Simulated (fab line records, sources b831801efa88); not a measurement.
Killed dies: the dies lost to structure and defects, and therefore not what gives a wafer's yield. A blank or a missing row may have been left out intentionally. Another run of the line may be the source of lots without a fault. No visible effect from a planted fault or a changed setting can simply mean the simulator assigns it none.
Commonality check across tools ; flow sky130 ; Lots sampled 12, wafers sampled 36

## WHY IT WAS OPENED
Of 12 lots, 3 have the reading GATE_OXIDE_OXIDATION_00_THK flagged at SKY_GATE_OXIDE_THK_MEAS_02. Fault-free wafers read 10.26 nm, with a standard deviation of 0.18.
Rule: a lot is flagged when every wafer of it that has a number lies more than 4 standard deviations from that mean, or none has a number. All remaining lots are regarded as sound.

lot;measured;on;GATE_OXIDE_OXIDATION_00_THK (nm), wafer by wafer;flag
L402;day 13 08:05;filmMetro-02;10.33 10.19 10.13;
L403;day 13 11:01;filmMetro-03;10.13 10.11 10.14;
L405;day 14 15:44;filmMetro-04;10.37 10.43 10.43;
L408;day 15 06:07;filmMetro-03;10.50 10.43 10.42;
L410;day 15 17:31;filmMetro-03;9.91 10.06 10.05;
L413;day 16 21:57;filmMetro-02;9.99 10.06 10.12;
L414;day 17 07:32;filmMetro-03;16.56 16.82 16.80;FLAGGED
L415;day 17 12:49;filmMetro-04;16.89 16.54 16.83;FLAGGED
L416;day 17 19:37;filmMetro-03;10.84 10.62 10.62;
L417;day 18 04:56;filmMetro-03;10.35 10.29 10.42;
L419;day 18 20:02;filmMetro-04;16.30 16.21 16.37;FLAGGED
L422;day 20 09:37;filmMetro-02;10.22 10.23 10.41;
The mean of the flagged lots' numbers is 16.59 nm, +6.33 nm from the usual (+35 standard deviations).

## TOOL THAT RAN EACH LOT
2 process steps preceding the reading are held in the record, out of 708 steps in the route. Each cell gives the tool, then ch followed by the chambers the sampled wafers passed through, then the start.
lot;flag;SKY_SONOS_ONO_ETCH_15;SKY_GATE_OXIDE_OXIDATION_01
L402;;rieDiel-01 ch 0,2,3, day 13 05:31;furnace-02 ch 0, day 13 06:41
L403;;rieDiel-02 ch 0,2, day 13 07:38;furnace-02 ch 0, day 13 09:36
L405;;rieDiel-01 ch 0,1, day 14 12:53;furnace-02 ch 0, day 14 14:19
L408;;rieDiel-02 ch 1,2,3, day 15 02:08;furnace-01 ch 0, day 15 04:42
L410;;rieDiel-01 ch 0,2,3, day 15 14:49;furnace-02 ch 0, day 15 16:07
L413;;rieDiel-03 ch 0,1,2, day 16 18:11;furnace-01 ch 0, day 16 20:32
L414;FLAGGED;rieDiel-03 ch 0,2,3, day 17 03:22;furnace-02 ch 0, day 17 03:41 and furnace-01 ch 0, day 17 06:08
L415;FLAGGED;rieDiel-02 ch 2,3, day 17 08:53;furnace-01 ch 0, day 17 09:12 and furnace-02 ch 0, day 17 11:25
L416;;rieDiel-02 ch 1,3, day 17 17:02;furnace-02 ch 0, day 17 18:13
L417;;rieDiel-01 ch 1,2, day 18 02:26;furnace-01 ch 0, day 18 03:32
L419;FLAGGED;rieDiel-03 ch 2,3, day 18 15:29;furnace-01 ch 0, day 18 15:48
L422;;rieDiel-01 ch 0,1,2, day 20 07:53;furnace-02 ch 0, day 20 08:12
What these steps do:
- SKY_SONOS_ONO_ETCH_15: etches the open film in CHF3/O2, target depth 19.52 nm, time 7.8 s.
- SKY_GATE_OXIDE_OXIDATION_01: stabilise 600 s, purge 300 s, target thk 10.268 nm.
- SKY_GATE_OXIDE_THK_MEAS_02

## FLAGGED OVER TOTAL, TOOL BY TOOL (the gauges that took the reading come last)
step;tool;lots run;flagged;share of the flagged lots;sound lots run after its first flagged lot
SKY_SONOS_ONO_ETCH_15;rieDiel-01;5;0;none;-
SKY_SONOS_ONO_ETCH_15;rieDiel-02;4;1;some;1 (L416)
SKY_SONOS_ONO_ETCH_15;rieDiel-03;3;2;some;0
SKY_GATE_OXIDE_OXIDATION_01;furnace-01;6;3;all;1 (L417)
SKY_GATE_OXIDE_OXIDATION_01;furnace-02;8;2;some;2 (L416,L422)
SKY_GATE_OXIDE_THK_MEAS_02;filmMetro-02;3;0;none;-
SKY_GATE_OXIDE_THK_MEAS_02;filmMetro-03;6;1;some;2 (L416,L417)
SKY_GATE_OXIDE_THK_MEAS_02;filmMetro-04;3;2;some;0

## WHAT IS ALLOWED BY THE TABLE
All flagged lots share 1 row of the table, namely furnace-01 at SKY_GATE_OXIDE_OXIDATION_01.
- furnace-01 at SKY_GATE_OXIDE_OXIDATION_01 ran 6 lots, 3 of them flagged. After the first flagged lot (L417), sound lots still ran on it; a lasting fault on the whole tool would not permit that.
No row of the table ran every flagged lot and no sound lot after the first.

## WHAT THE SIMULATOR HAD INSERTED
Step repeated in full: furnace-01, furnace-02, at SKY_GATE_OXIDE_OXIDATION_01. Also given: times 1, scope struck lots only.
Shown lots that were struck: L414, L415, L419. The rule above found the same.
